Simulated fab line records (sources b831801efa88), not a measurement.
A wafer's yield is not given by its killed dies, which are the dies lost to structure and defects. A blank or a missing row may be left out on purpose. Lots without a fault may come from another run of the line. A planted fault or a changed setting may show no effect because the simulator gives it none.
Which tool did it? :: flow gf180mcu :: 12 lots with 36 wafers sampled at 3 steps, on a route of 602 steps

## WHAT EACH GAUGE READ, for each wafer
GF_M4_RS_MEAS_05: measurement is done with a four-point probe. Usual: M4_ALCU_RS gives 0.0698 ohm/sq (standard deviation 0.0008).
lot: L960
measured: day 24 16:44
on: film-metro-02
M4_ALCU_RS (ohm/sq): 0.0707 0.0713 0.0711
flag: 

lot: L961
measured: day 25 02:55
on: film-metro-02
M4_ALCU_RS (ohm/sq): 0.0691 0.0696 0.0688
flag: 

lot: L962
measured: day 25 04:29
on: film-metro-01
M4_ALCU_RS (ohm/sq): 0.0693 0.0697 0.0701
flag: 

lot: L966
measured: day 26 15:20
on: film-metro-02
M4_ALCU_RS (ohm/sq): 0.0692 0.0690 0.0691
flag: 

lot: L967
measured: day 26 20:54
on: film-metro-02
M4_ALCU_RS (ohm/sq): 0.0703 0.0695 0.0695
flag: 

lot: L969
measured: day 27 15:32
on: film-metro-02
M4_ALCU_RS (ohm/sq): 0.0708 0.0708 0.0704
flag: 

lot: L970
measured: day 27 20:02
on: film-metro-01
M4_ALCU_RS (ohm/sq): 0.0687 0.0686 0.0690
flag: 

lot: L971
measured: day 28 02:30
on: film-metro-04
M4_ALCU_RS (ohm/sq): 0.0694 0.0694 0.0699
flag: 

lot: L972
measured: day 28 11:53
on: film-metro-01
M4_ALCU_RS (ohm/sq): 0.0704 0.0704 0.0696
flag: 

lot: L975
measured: day 29 03:26
on: film-metro-04
M4_ALCU_RS (ohm/sq): 0.0688 0.0691 0.0694
flag: 

lot: L976
measured: day 29 11:16
on: film-metro-02
M4_ALCU_RS (ohm/sq): 0.0693 0.0700 0.0689
flag: 

lot: L977
measured: day 29 18:41
on: film-metro-01
M4_ALCU_RS (ohm/sq): 0.0705 0.0702 0.0708
flag: 

## TOOL THAT RAN EACH LOT (tool first, then ch and the chambers of the sampled wafers, then the start)
lot: L960
GF_V3_SPUTTER_22: pvd-sputter-03, day 24 15:52
GF_M4_SPUTTER_01: pvd-sputter-04, day 24 16:36

lot: L961
GF_V3_SPUTTER_22: pvd-sputter-03, day 25 02:04
GF_M4_SPUTTER_01: pvd-sputter-01, day 25 02:48

lot: L962
GF_V3_SPUTTER_22: pvd-sputter-02, day 25 03:35
GF_M4_SPUTTER_01: pvd-sputter-03, day 25 04:19

lot: L966
GF_V3_SPUTTER_22: pvd-sputter-02, day 26 14:20
GF_M4_SPUTTER_01: pvd-sputter-03, day 26 15:11

lot: L967
GF_V3_SPUTTER_22: pvd-sputter-04, day 26 20:03
GF_M4_SPUTTER_01: pvd-sputter-03, day 26 20:47

lot: L969
GF_V3_SPUTTER_22: pvd-sputter-03, day 27 14:10
GF_M4_SPUTTER_01: pvd-sputter-04, day 27 15:23

lot: L970
GF_V3_SPUTTER_22: pvd-sputter-03, day 27 19:11
GF_M4_SPUTTER_01: pvd-sputter-03, day 27 19:55

lot: L971
GF_V3_SPUTTER_22: pvd-sputter-02, day 28 01:38
GF_M4_SPUTTER_01: pvd-sputter-03, day 28 02:22

lot: L972
GF_V3_SPUTTER_22: pvd-sputter-04, day 28 10:59
GF_M4_SPUTTER_01: pvd-sputter-01, day 28 11:43

lot: L975
GF_V3_SPUTTER_22: pvd-sputter-04, day 29 02:32
GF_M4_SPUTTER_01: pvd-sputter-03, day 29 03:15

lot: L976
GF_V3_SPUTTER_22: pvd-sputter-03, day 29 10:23
GF_M4_SPUTTER_01: pvd-sputter-01, day 29 11:07

lot: L977
GF_V3_SPUTTER_22: pvd-sputter-02, day 29 17:50
GF_M4_SPUTTER_01: pvd-sputter-04, day 29 18:34
- GF_V3_SPUTTER_22: material TiN, target thk 10 nm, time 40 s.
- GF_M4_SPUTTER_01: material TiN, target thk 30 nm, time 25 s.

## AS READ BY THE TOOLS THEMSELVES (means over the sampled wafers that have a number; for cases with no such wafer, the mark the record gives instead)
GF_V3_SPUTTER_22. Usual: cathode-dc-power-W 4000.1 W, standard deviation 0.75; chamber-pressure-pa 5.001 Pa, standard deviation 0.01; throttle-valve-pct 29.9 %, standard deviation 0.67.
lot: L960
tool: pvd-sputter-03
cathode-dc-power-W (W): 4000.7
chamber-pressure-pa (Pa): 4.999
throttle-valve-pct (%): 30.2
flag: 

lot: L961
tool: pvd-sputter-03
cathode-dc-power-W (W): 3999.9
chamber-pressure-pa (Pa): 5.000
throttle-valve-pct (%): 30.4
flag: 

lot: L962
tool: pvd-sputter-02
cathode-dc-power-W (W): 3999.6
chamber-pressure-pa (Pa): 5.001
throttle-valve-pct (%): 29.7
flag: 

lot: L966
tool: pvd-sputter-02
cathode-dc-power-W (W): 4000.1
chamber-pressure-pa (Pa): 4.999
throttle-valve-pct (%): 29.9
flag: 

lot: L967
tool: pvd-sputter-04
cathode-dc-power-W (W): 4001.4
chamber-pressure-pa (Pa): 4.993
throttle-valve-pct (%): 29.9
flag: 

lot: L969
tool: pvd-sputter-03
cathode-dc-power-W (W): 3999.6
chamber-pressure-pa (Pa): 5.004
throttle-valve-pct (%): 30.5
flag: 

lot: L970
tool: pvd-sputter-03
cathode-dc-power-W (W): 3999.7
chamber-pressure-pa (Pa): 4.996
throttle-valve-pct (%): 30.3
flag: 

lot: L971
tool: pvd-sputter-02
cathode-dc-power-W (W): 4000.1
chamber-pressure-pa (Pa): 5.006
throttle-valve-pct (%): 30.2
flag: 

lot: L972
tool: pvd-sputter-04
cathode-dc-power-W (W): 3999.7
chamber-pressure-pa (Pa): 5.004
throttle-valve-pct (%): 29.6
flag: 

lot: L975
tool: pvd-sputter-04
cathode-dc-power-W (W): 4000.2
chamber-pressure-pa (Pa): 5.000
throttle-valve-pct (%): 29.2
flag: 

lot: L976
tool: pvd-sputter-03
cathode-dc-power-W (W): 4000.3
chamber-pressure-pa (Pa): 5.004
throttle-valve-pct (%): 30.0
flag: 

lot: L977
tool: pvd-sputter-02
cathode-dc-power-W (W): 4000.5
chamber-pressure-pa (Pa): 5.004
throttle-valve-pct (%): 29.5
flag: 

GF_M4_SPUTTER_01. Usual: cathode-dc-power-W 6500.0 W, standard deviation 1.2; chamber-pressure-pa 0.4000 Pa, standard deviation 0.00074; throttle-valve-pct 29.9 %, standard deviation 0.86.
lot: L960
tool: pvd-sputter-04
cathode-dc-power-W (W): 6499.0
chamber-pressure-pa (Pa): 0.4002
throttle-valve-pct (%): 29.6
flag: 

lot: L961
tool: pvd-sputter-01
cathode-dc-power-W (W): 6500.5
chamber-pressure-pa (Pa): 0.4002
throttle-valve-pct (%): 30.2
flag: 

lot: L962
tool: pvd-sputter-03
cathode-dc-power-W (W): 6500.7
chamber-pressure-pa (Pa): 0.4004
throttle-valve-pct (%): 30.1
flag: 

lot: L966
tool: pvd-sputter-03
cathode-dc-power-W (W): 6499.9
chamber-pressure-pa (Pa): 0.3997
throttle-valve-pct (%): 30.8
flag: 

lot: L967
tool: pvd-sputter-03
cathode-dc-power-W (W): 6499.4
chamber-pressure-pa (Pa): 0.3990
throttle-valve-pct (%): 29.8
flag: 

lot: L969
tool: pvd-sputter-04
cathode-dc-power-W (W): 6499.7
chamber-pressure-pa (Pa): 0.3999
throttle-valve-pct (%): 29.6
flag: 

lot: L970
tool: pvd-sputter-03
cathode-dc-power-W (W): -
chamber-pressure-pa (Pa): -
throttle-valve-pct (%): -
flag: OFF

lot: L971
tool: pvd-sputter-03
cathode-dc-power-W (W): -
chamber-pressure-pa (Pa): -
throttle-valve-pct (%): -
flag: OFF

lot: L972
tool: pvd-sputter-01
cathode-dc-power-W (W): -
chamber-pressure-pa (Pa): -
throttle-valve-pct (%): -
flag: OFF

lot: L975
tool: pvd-sputter-03
cathode-dc-power-W (W): 6500.7
chamber-pressure-pa (Pa): 0.4003
throttle-valve-pct (%): 29.8
flag: 

lot: L976
tool: pvd-sputter-01
cathode-dc-power-W (W): 6499.1
chamber-pressure-pa (Pa): 0.3995
throttle-valve-pct (%): 29.8
flag: 

lot: L977
tool: pvd-sputter-04
cathode-dc-power-W (W): 6500.4
chamber-pressure-pa (Pa): 0.4000
throttle-valve-pct (%): 28.9
flag: 

## THE ANSWER, worked out from the rows above alone
Rule: a lot is off if the mean of its wafers that have a number lies more than 3 standard deviations from the usual mean. Also off: a lot with no number at a reading for which 4 or more lots have one. Any other lot the step has rows for is counted as sound. Order of review: gauges by route order, followed by the tools' own readings, for which a lot's mean as printed above is used. At the first step where some lot is off, the reading lying furthest off is the one used; lots without a number count as furthest.
Off: L970, L971, L972 (GF_M4_SPUTTER_01, cathode-dc-power-W). Without a number there: L970, L971, L972.
If a tool, at that step or one of the process steps before it, ran each lot that is off and ran no sound lot following the first of them, it fits. None of those tried fits.

## WHAT THE SIMULATOR HAD INSERTED
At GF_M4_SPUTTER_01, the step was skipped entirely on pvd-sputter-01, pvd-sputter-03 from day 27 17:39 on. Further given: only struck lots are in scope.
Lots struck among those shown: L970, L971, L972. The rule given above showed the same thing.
